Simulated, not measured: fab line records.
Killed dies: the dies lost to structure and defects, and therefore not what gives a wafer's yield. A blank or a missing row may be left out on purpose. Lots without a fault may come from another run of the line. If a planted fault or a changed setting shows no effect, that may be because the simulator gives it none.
fab line records	flow sky130
record: lots: 24	wafers: 72	last-day: 50
route steps=708 shown VIA3@581 METAL4@629 VIA4@650 PAD_OPEN@707
lots with no fault: from the same line, run without faults
start-h: start of the lot's first displayed wafer, in hours after the record's first day	wait-h: hours elapsed since this lot's preceding step	" as in the row above	L1.1+2: a single row standing in for several wafers	- value missing, or start not given	* or withheld: withheld	< > ~ a bound
route shown NAME@n: NAME is a module with steps in the file, n the number in the route of the first one	usual: the fault-free wafers' mean and standard deviation	same: alike in all rows	chamber/n: place in a boat	sites: per-site readings	_std_site: the values' standard deviation	_edge_site: mean of outer sites minus mean of inner sites	radius-mm: how far each site lies from the wafer's centre	mask NAME#n: copy n	behind: tool/chamber where the wafer was last shaped	hold: cause of the lot's hold/its duration in hours/its outcome	device: names the non-switching transistor (n, p or np)	end of line: tests run on the same wafers once the route is complete	a step given without rows: its recipe and nothing more	killed: not the wafer's yield, but the dies lost to structure and defects at the first sort	map: shows each die of a wafer: x if killed, . if not, _ if none is there
set.NAME: the setting the step ran with; set.NAME@STEP: the setting that earlier step ran with	model.NAME: the simulator's own value behind a step, which no gauge read
a sample of lots followed through the steps of the route, with each step as a table and each wafer as a row
services: the hour from which a tool's chamber was out of use, counted from the record's first day as start-h (under 0 if before that day), plus the number of hours and why
== steps ==
step: SKY_VIA3_SOFTBAKE_08
recipe: temp-c: 100	time-s: 91.85	resist: KrF-thick
usual: plate-sensor-t-centre-C: 100.88/0.01	plate-sensor-t-edge-C: 100.95/0.0099
lot.wafer	tool	chamber	start-h	wait-h	plate-sensor-t-centre-C	plate-sensor-t-edge-C
L075.2	litho-track-03	0	-	-	100.89	100.94
L075.5	"	0	"	"	100.88	100.97
L075.6	"	0	"	"	100.9	100.96
L077.2	litho-track-03	0	-	-	100.88	100.96
L077.3	"	0	"	"	100.86	100.95
L077.5	"	0	"	"	100.87	100.95
L074.3	litho-track-01	0	-	-	100.91	100.93
L074.4	"	0	"	"	100.88	100.95
L074.5	"	0	"	"	100.88	100.96
L076.2	litho-track-02	0	-	-	100.88	100.94
L076.3	"	0	"	"	100.9	100.95
L076.6	"	0	"	"	100.89	100.95
L078.1	litho-track-03	0	-	-	100.89	100.95
L078.3	"	0	"	"	100.9	100.96
L078.5	"	0	"	"	100.9	100.95
L079.2	litho-track-01	0	-	-	100.89	100.95
L079.3	"	0	"	"	100.89	100.95
L079.4	"	0	"	"	100.88	100.97
L080.1	litho-track-03	0	-	-	100.89	100.95
L080.3	"	0	"	"	100.88	100.96
L080.6	"	0	"	"	100.86	100.96
L081.3	litho-track-03	0	-	-	100.88	100.94
L081.4	"	0	"	"	100.87	100.94
L081.6	"	0	"	"	100.88	100.96
L082.1	litho-track-02	0	-	-	100.88	100.96
L082.2	"	0	"	"	100.89	100.97
L082.5	"	0	"	"	100.88	100.96
L084.2	litho-track-02	0	-	-	100.88	100.97
L084.4	"	0	"	"	100.88	100.95
L084.6	"	0	"	"	100.89	100.96
L083.3	litho-track-01	0	-	-	100.89	100.96
L083.4	"	0	"	"	100.9	100.97
L083.6	"	0	"	"	100.89	100.95
L085.2	litho-track-02	0	-	-	100.9	100.96
L085.3	"	0	"	"	100.89	100.96
L085.6	"	0	"	"	100.87	100.96
L086.2	litho-track-03	0	-	-	100.89	100.95
L086.4	"	0	"	"	100.87	100.95
L086.6	"	0	"	"	100.89	100.96
L088.1	litho-track-01	0	-	-	100.88	100.95
L088.2	"	0	"	"	100.88	100.93
L088.3	"	0	"	"	100.87	100.98
L087.1	litho-track-01	0	-	-	100.88	100.97
L087.2	"	0	"	"	100.89	100.95
L087.4	"	0	"	"	100.9	100.96
L090.1	litho-track-03	0	-	-	100.88	100.94
L090.3	"	0	"	"	100.87	100.96
L090.5	"	0	"	"	100.88	100.95
L089.2	litho-track-01	0	-	-	100.9	100.96
L089.4	"	0	"	"	100.89	100.97
L089.6	"	0	"	"	100.87	100.96
L092.1	litho-track-02	0	-	-	100.89	100.95
L092.3	"	0	"	"	100.87	100.96
L092.4	"	0	"	"	100.88	100.96
L091.1	litho-track-03	0	-	-	100.88	100.93
L091.2	"	0	"	"	100.89	100.97
L091.4	"	0	"	"	100.88	100.96
L093.1	litho-track-01	0	-	-	100.89	100.96
L093.3	"	0	"	"	100.89	100.94
L093.6	"	0	"	"	100.88	100.95
L094.2	litho-track-03	0	-	-	100.88	100.97
L094.3	"	0	"	"	100.89	100.96
L094.6	"	0	"	"	100.86	100.95
L095.3	litho-track-03	0	-	-	100.89	100.95
L095.4	"	0	"	"	100.89	100.96
L095.5	"	0	"	"	100.89	100.94
L096.1	litho-track-03	0	-	-	100.89	100.96
L096.2	"	0	"	"	100.87	100.95
L096.5	"	0	"	"	100.88	100.95
L097.1	litho-track-02	0	-	-	100.89	100.95
L097.2	"	0	"	"	100.89	100.95
L097.6	"	0	"	"	100.87	100.92
step: SKY_VIA3_ETCH_15
recipe: target: SiO2	chemistry: C4F8/O2/Ar	target-depth-nm: 507	stop-on: TiN	mask-material: KrF-thick	source-w: 1500	bias-w: 1200	pressure-mtorr: 40	c4f8-flow-sccm: withheld	O2_flow_sccm: 6	Ar_flow_sccm: 300	time-s: 78
usual: oes-product-au: 0.945/0.005
lot.wafer	tool	chamber	start-h	wait-h	oes-product-au	rf-hours-counter-h
L075.2	rie-diel-02	2	946.24	0.0	0.943	22
L075.5	"	2	"	"	0.941	-
L075.6	"	1	"	"	0.946	-
L077.2	rie-diel-02	1	961.66	0.0	0.951	19
L077.3	"	0	"	"	0.945	23
L077.5	"	0	"	"	0.938	-
L074.3	rie-diel-04	3	962.42	0.0	0.941	26
L074.4	"	1	"	"	0.937	22
L074.5	"	1	"	"	0.944	-
L076.2	rie-diel-03	2	963.59	0.0	0.945	19
L076.3	"	0	"	"	0.955	3
L076.6	"	1	"	"	0.945	-
L078.1	rie-diel-03	2	965.12	0.0	0.945	19
L078.3	"	3	"	"	0.943	9
L078.5	"	2	"	"	0.947	-
L079.2	rie-diel-02	1	966.06	0.0	0.944	19
L079.3	"	3	"	"	0.945	21
L079.4	"	2	"	"	0.944	23
L080.1	rie-diel-02	2	971.94	0.0	0.946	23
L080.3	"	3	"	"	0.941	21
L080.6	"	2	"	"	0.940	-
L081.3	rie-diel-02	1	979.92	0.0	0.939	19
L081.4	"	0	"	"	0.944	24
L081.6	"	1	"	"	0.941	-
L082.1	rie-diel-04	2	991.22	0.0	0.947	20
L082.2	"	0	"	"	0.951	8
L082.5	"	2	"	"	0.955	-
L084.2	rie-diel-02	1	1000.17	0.0	0.948	20
L084.4	"	3	"	"	0.944	21
L084.6	"	1	"	"	0.935	-
L083.3	rie-diel-03	2	1001.32	0.0	0.948	21
L083.4	"	3	"	"	0.943	10
L083.6	"	1	"	"	0.945	-
L085.2	rie-diel-02	3	1003.52	0.0	0.940	22
L085.3	"	2	"	"	0.947	24
L085.6	"	3	"	"	0.955	-
L086.2	rie-diel-02	3	1025.37	0.0	0.944	22
L086.4	"	1	"	"	0.947	-
L086.6	"	3	"	"	0.940	-
L088.1	rie-diel-03	3	1040.71	0.0	0.944	12
L088.2	"	0	"	"	0.942	5
L088.3	"	1	"	"	0.943	20
L087.1	rie-diel-03	0	1046.76	0.0	0.951	6
L087.2	"	1	"	"	0.955	20
L087.4	"	2	"	"	0.941	-
L090.1	rie-diel-04	1	1052.06	0.0	0.942	24
L090.3	"	0	"	"	0.950	10
L090.5	"	3	"	"	0.949	-
L089.2	rie-diel-04	1	1054.57	0.0	0.941	24
L089.4	"	3	"	"	0.940	29
L089.6	"	1	"	"	0.946	-
L092.1	rie-diel-02	2	1058.21	0.0	0.938	26
L092.3	"	0	"	"	0.936	1
L092.4	"	1	"	"	0.946	22
L091.1	rie-diel-03	3	1062.71	0.0	0.940	12
L091.2	"	0	"	"	0.942	6
L091.4	"	2	"	"	0.949	23
L093.1	rie-diel-02	2	1065.74	0.0	0.953	26
L093.3	"	1	"	"	0.938	22
L093.6	"	1	"	"	0.944	-
L094.2	rie-diel-03	3	1073.16	0.0	0.949	12
L094.3	"	1	"	"	0.954	22
L094.6	"	0	"	"	0.943	-
L095.3	rie-diel-02	0	1081.51	0.0	0.951	1
L095.4	"	2	"	"	0.945	27
L095.5	"	2	"	"	0.950	-
L096.1	rie-diel-02	2	1088.16	0.0	0.947	27
L096.2	"	3	"	"	0.947	25
L096.5	"	3	"	"	0.941	-
L097.1	rie-diel-03	0	1092.14	0.0	0.936	7
L097.2	"	1	"	"	0.939	22
L097.6	"	2	"	"	0.943	-
step: SKY_METAL4_CD_MEAS_13
recipe: target-cd-nm: 300
usual: cd-nm: 300.0/1.4
lot.wafer	tool	chamber	start-h	wait-h	cd-nm
L075.2	cd-sem-02	-	996.16	-	296.8
L075.5	"	-	"	"	296.0
L075.6	"	-	"	"	296.8
L077.2	cd-sem-02	-	1011.76	-	298.6
L077.3	"	-	"	"	298.0
L077.5	"	-	"	"	299.0
L074.3	cd-sem-01	-	1012.20	-	299.8
L074.4	"	-	"	"	299.4
L074.5	"	-	"	"	298.8
L076.2	cd-sem-02	-	1013.33	-	298.7
L076.3	"	-	"	"	297.8
L076.6	"	-	"	"	298.3
L078.1	cd-sem-01	-	1014.44	-	298.8
L078.3	"	-	"	"	298.9
L078.5	"	-	"	"	300.0
L079.2	cd-sem-02	-	1015.16	-	299.5
L079.3	"	-	"	"	300.3
L079.4	"	-	"	"	299.1
L080.1	cd-sem-01	-	1021.79	-	301.5
L080.3	"	-	"	"	300.6
L080.6	"	-	"	"	300.3
L081.3	cd-sem-02	-	1029.53	-	301.0
L081.4	"	-	"	"	301.9
L081.6	"	-	"	"	299.8
L082.1	cd-sem-02	-	1039.49	-	298.5
L082.2	"	-	"	"	298.2
L082.5	"	-	"	"	299.3
L084.2	cd-sem-02	-	1047.87	-	298.6
L084.4	"	-	"	"	300.3
L084.6	"	-	"	"	298.5
L083.3	cd-sem-02	-	1049.80	-	300.5
L083.4	"	-	"	"	300.0
L083.6	"	-	"	"	300.7
L085.2	cd-sem-02	-	1051.53	-	302.7
L085.3	"	-	"	"	302.5
L085.6	"	-	"	"	300.5
L086.2	cd-sem-01	-	1072.46	-	299.8
L086.4	"	-	"	"	299.2
L086.6	"	-	"	"	299.2
L088.1	cd-sem-02	-	1088.10	-	299.8
L088.2	"	-	"	"	301.5
L088.3	"	-	"	"	301.3
L087.1	cd-sem-01	-	1092.29	-	299.6
L087.2	"	-	"	"	300.7
L087.4	"	-	"	"	300.4
L090.1	cd-sem-02	-	1098.90	-	302.9
L090.3	"	-	"	"	302.4
L090.5	"	-	"	"	302.0
L089.2	cd-sem-02	-	1101.51	-	301.3
L089.4	"	-	"	"	299.8
L089.6	"	-	"	"	300.6
L092.1	cd-sem-02	-	1103.89	-	299.5
L092.3	"	-	"	"	301.0
L092.4	"	-	"	"	300.3
L091.1	cd-sem-02	-	1108.85	-	298.4
L091.2	"	-	"	"	299.7
L091.4	"	-	"	"	299.8
L093.1	cd-sem-02	-	1109.80	-	297.6
L093.3	"	-	"	"	298.7
L093.6	"	-	"	"	299.9
L094.2	cd-sem-02	-	1117.76	-	301.4
L094.3	"	-	"	"	301.3
L094.6	"	-	"	"	301.9
L095.3	cd-sem-02	-	1125.30	-	301.6
L095.4	"	-	"	"	300.1
L095.5	"	-	"	"	299.6
L096.1	cd-sem-02	-	1131.65	-	299.6
L096.2	"	-	"	"	299.8
L096.5	"	-	"	"	299.6
L097.1	cd-sem-02	-	1134.20	-	300.9
L097.2	"	-	"	"	301.0
L097.6	"	-	"	"	301.1
step: SKY_VIA4_OVL_MEAS_11
usual: VIA4_OVL: 1.0/1.8
lot.wafer	tool	chamber	start-h	wait-h	VIA4_OVL[nm]
L075.2	overlay-02	-	1021.45	0.1	0.8
L075.5	"	-	"	"	-0.9
L075.6	"	-	"	"	1.0
L077.2	overlay-02	-	1036.66	0.1	0.4
L077.3	"	-	"	"	-1.3
L077.5	"	-	"	"	0.6
L074.3	overlay-02	-	1036.85	0.1	0.0
L074.4	"	-	"	"	0.6
L074.5	"	-	"	"	-0.9
L076.2	overlay-01	-	1038.06	0.1	1.6
L076.3	"	-	"	"	0.6
L076.6	"	-	"	"	0.7
L078.1	overlay-01	-	1039.14	0.1	4.0
L078.3	"	-	"	"	1.6
L078.5	"	-	"	"	3.4
L079.2	overlay-02	-	1039.80	0.1	1.7
L079.3	"	-	"	"	2.4
L079.4	"	-	"	"	1.8
L080.1	overlay-02	-	1046.32	0.1	-0.2
L080.3	"	-	"	"	1.2
L080.6	"	-	"	"	1.6
L081.3	overlay-01	-	1054.15	0.1	5.7
L081.4	"	-	"	"	3.9
L081.6	"	-	"	"	6.1
L082.1	overlay-01	-	1064.40	0.1	-0.2
L082.2	"	-	"	"	-1.9
L082.5	"	-	"	"	1.4
L084.2	overlay-01	-	1071.80	0.1	-0.6
L084.4	"	-	"	"	0.6
L084.6	"	-	"	"	0.0
L083.3	overlay-01	-	1073.71	0.1	-2.3
L083.4	"	-	"	"	-1.0
L083.6	"	-	"	"	0.2
L085.2	overlay-01	-	1075.31	0.1	2.2
L085.3	"	-	"	"	1.6
L085.6	"	-	"	"	1.8
L086.2	overlay-01	-	1096.10	0.1	3.2
L086.4	"	-	"	"	1.3
L086.6	"	-	"	"	2.6
L088.1	overlay-02	-	1110.19	0.1	-0.5
L088.2	"	-	"	"	0.4
L088.3	"	-	"	"	-1.7
L087.1	overlay-01	-	1114.85	0.1	-1.3
L087.2	"	-	"	"	-1.3
L087.4	"	-	"	"	-0.6
L090.1	overlay-02	-	1121.35	0.1	0.6
L090.3	"	-	"	"	0.1
L090.5	"	-	"	"	1.5
L089.2	overlay-02	-	1123.38	0.1	-3.1
L089.4	"	-	"	"	-1.8
L089.6	"	-	"	"	-1.2
L092.1	overlay-01	-	1124.72	0.1	3.7
L092.3	"	-	"	"	4.0
L092.4	"	-	"	"	3.7
L091.1	overlay-02	-	1130.07	0.1	1.8
L091.2	"	-	"	"	2.1
L091.4	"	-	"	"	-0.8
L093.1	overlay-02	-	1131.17	0.1	-0.4
L093.3	"	-	"	"	0.6
L093.6	"	-	"	"	-0.4
L094.2	overlay-01	-	1139.50	0.1	0.2
L094.3	"	-	"	"	-0.1
L094.6	"	-	"	"	1.2
L095.3	overlay-01	-	1146.21	0.1	1.9
L095.4	"	-	"	"	2.5
L095.5	"	-	"	"	1.9
L096.1	overlay-01	-	1151.45	0.1	1.6
L096.2	"	-	"	"	2.3
L096.5	"	-	"	"	0.4
L097.1	overlay-01	-	1154.15	0.1	1.1
L097.2	"	-	"	"	0.2
L097.6	"	-	"	"	2.4
step: SKY_VIA4_CVD_18
recipe: material: W	target-thk-nm: 505	time-s: 152.14	temp-c: 403.7	pressure-torr: 40
usual: heater-power-w: 835/79
lot.wafer	tool	chamber	start-h	wait-h	heater-power-w
L075.2	cvd-w-01	1	1022.20	0.0	995
L075.5	"	1	"	"	971
L075.6	"	0	"	"	897
L077.2	cvd-w-01	0	1037.51	0.0	892
L077.3	"	0	"	"	867
L077.5	"	0	"	"	873
L074.3	cvd-w-02	0	1037.65	0.1	745
L074.4	"	1	"	"	819
L074.5	"	0	"	"	737
L076.2	cvd-w-01	1	1038.81	0.0	939
L076.3	"	1	"	"	966
L076.6	"	0	"	"	863
L078.1	cvd-w-02	1	1039.91	0.0	806
L078.3	"	1	"	"	835
L078.5	"	1	"	"	842
L079.2	cvd-w-02	1	1040.59	0.0	826
L079.3	"	1	"	"	811
L079.4	"	0	"	"	738
L080.1	cvd-w-02	1	1047.30	0.0	825
L080.3	"	1	"	"	840
L080.6	"	1	"	"	809
L081.3	cvd-w-02	1	1055.39	0.1	834
L081.4	"	0	"	"	769
L081.6	"	0	"	"	735
L082.1	cvd-w-02	1	1065.68	0.0	852
L082.2	"	0	"	"	746
L082.5	"	1	"	"	823
L084.2	cvd-w-02	0	1072.55	0.0	737
L084.4	"	0	"	"	738
L084.6	"	0	"	"	746
L083.3	cvd-w-02	0	1074.66	0.1	725
L083.4	"	1	"	"	841
L083.6	"	0	"	"	732
L085.2	cvd-w-01	0	1076.41	0.0	873
L085.3	"	1	"	"	943
L085.6	"	0	"	"	869
L086.2	cvd-w-01	0	1097.29	0.0	869
L086.4	"	1	"	"	952
L086.6	"	0	"	"	866
L088.1	cvd-w-02	0	1110.99	0.0	728
L088.2	"	1	"	"	839
L088.3	"	0	"	"	751
L087.1	cvd-w-01	1	1115.61	0.0	968
L087.2	"	0	"	"	898
L087.4	"	0	"	"	909
L090.1	cvd-w-02	1	1122.11	0.0	831
L090.3	"	1	"	"	835
L090.5	"	1	"	"	824
L089.2	cvd-w-02	0	1124.14	0.0	728
L089.4	"	1	"	"	817
L089.6	"	0	"	"	741
L092.1	cvd-w-02	0	1125.48	0.0	728
L092.3	"	1	"	"	841
L092.4	"	0	"	"	735
L091.1	cvd-w-02	0	1130.83	0.0	738
L091.2	"	1	"	"	842
L091.4	"	0	"	"	726
L093.1	cvd-w-01	0	1131.93	0.0	900
L093.3	"	1	"	"	961
L093.6	"	1	"	"	963
L094.2	cvd-w-02	0	1140.35	0.0	758
L094.3	"	0	"	"	743
L094.6	"	1	"	"	831
L095.3	cvd-w-02	1	1147.01	0.1	817
L095.4	"	0	"	"	741
L095.5	"	0	"	"	745
L096.1	cvd-w-01	0	1152.21	0.0	891
L096.2	"	1	"	"	951
L096.5	"	1	"	"	970
L097.1	cvd-w-01	0	1155.01	0.0	867
L097.2	"	1	"	"	960
L097.6	"	0	"	"	893
step: SKY_PAD_OPEN_BOW_MEAS_13
recipe: mode: bow
usual: PAD_OPEN_BOW: 46/9.7
lot.wafer	tool	chamber	start-h	wait-h	PAD_OPEN_BOW[um]
L075.2	film-metro-04	-	1093.96	-	23
L075.5	"	-	"	"	45
L075.6	"	-	"	"	44
L077.2	film-metro-01	-	1106.58	-	48
L077.3	"	-	"	"	49
L077.5	"	-	"	"	64
L074.3	film-metro-03	-	1106.62	-	68
L074.4	"	-	"	"	49
L074.5	"	-	"	"	55
L076.2	film-metro-04	-	1108.24	-	58
L076.3	"	-	"	"	67
L076.6	"	-	"	"	62
L078.1	film-metro-03	-	1109.94	-	40
L078.3	"	-	"	"	34
L078.5	"	-	"	"	45
L079.2	film-metro-04	-	1111.27	-	58
L079.3	"	-	"	"	56
L079.4	"	-	"	"	45
L080.1	film-metro-01	-	1114.94	-	47
L080.3	"	-	"	"	38
L080.6	"	-	"	"	40
L081.3	film-metro-03	-	1122.08	-	70
L081.4	"	-	"	"	64
L081.6	"	-	"	"	64
L082.1	film-metro-04	-	1133.31	-	45
L082.2	"	-	"	"	56
L082.5	"	-	"	"	51
L084.2	film-metro-01	-	1138.52	-	37
L084.4	"	-	"	"	48
L084.6	"	-	"	"	48
L083.3	film-metro-04	-	1139.55	-	37
L083.4	"	-	"	"	38
L083.6	"	-	"	"	44
L085.2	film-metro-03	-	1142.16	-	41
L085.3	"	-	"	"	49
L085.6	"	-	"	"	46
L086.2	film-metro-04	-	1160.22	-	53
L086.4	"	-	"	"	46
L086.6	"	-	"	"	54
L088.1	film-metro-04	-	1171.11	-	31
L088.2	"	-	"	"	31
L088.3	"	-	"	"	40
L087.1	film-metro-03	-	1175.06	-	53
L087.2	"	-	"	"	44
L087.4	"	-	"	"	47
L090.1	film-metro-01	-	1180.84	-	45
L090.3	"	-	"	"	46
L090.5	"	-	"	"	43
L089.2	film-metro-03	-	1181.83	-	21
L089.4	"	-	"	"	42
L089.6	"	-	"	"	33
L092.1	film-metro-03	-	1184.76	-	44
L092.3	"	-	"	"	32
L092.4	"	-	"	"	41
L091.1	film-metro-03	-	1187.95	-	37
L091.2	"	-	"	"	37
L091.4	"	-	"	"	35
L093.1	film-metro-03	-	1189.40	-	49
L093.3	"	-	"	"	47
L093.6	"	-	"	"	54
L094.2	film-metro-03	-	1196.07	-	40
L094.3	"	-	"	"	47
L094.6	"	-	"	"	56
L095.3	film-metro-03	-	1202.63	-	63
L095.4	"	-	"	"	52
L095.5	"	-	"	"	55
L096.1	film-metro-03	-	1205.88	-	39
L096.2	"	-	"	"	50
L096.5	"	-	"	"	52
L097.1	film-metro-03	-	1207.39	-	31
L097.2	"	-	"	"	34
L097.6	"	-	"	"	47
== services ==
tool	chamber	start-h	hours	kind
cvd-w-02	0	918.00	-	clean
cvd-w-02	1	918.00	-	clean
rie-diel-03	2	918.33	1.2	repair
cvd-w-02	0	921.55	8.4	repair
rie-diel-03	0	922.71	17.3	repair
rie-diel-03	1	933.75	6.1	repair
cvd-w-01	0	955.18	1.5	repair
rie-diel-03	-	965.25	2.8	pm
cvd-w-01	-	987.05	14.6	pm
cvd-w-01	-	1001.65	6.9	pm
cvd-w-02	-	1008.55	28.1	pm
rie-diel-02	0	1012.74	12.0	repair
rie-diel-04	-	1023.91	0.6	repair
rie-diel-02	0	1024.74	-	clean
rie-diel-02	0	1024.74	-	consumable-replace:showerhead
cvd-w-01	0	1026.55	4.8	repair
rie-diel-03	3	1042.41	5.7	repair
rie-diel-04	-	1045.87	2.8	pm
rie-diel-04	3	1060.60	6.8	repair
rie-diel-03	2	1071.25	16.5	repair
rie-diel-02	2	1099.28	7.0	repair
rie-diel-04	1	1107.01	4.8	repair
rie-diel-04	0	1126.12	13.0	repair
rie-diel-02	-	1126.75	2.5	repair
== key ==
fault none
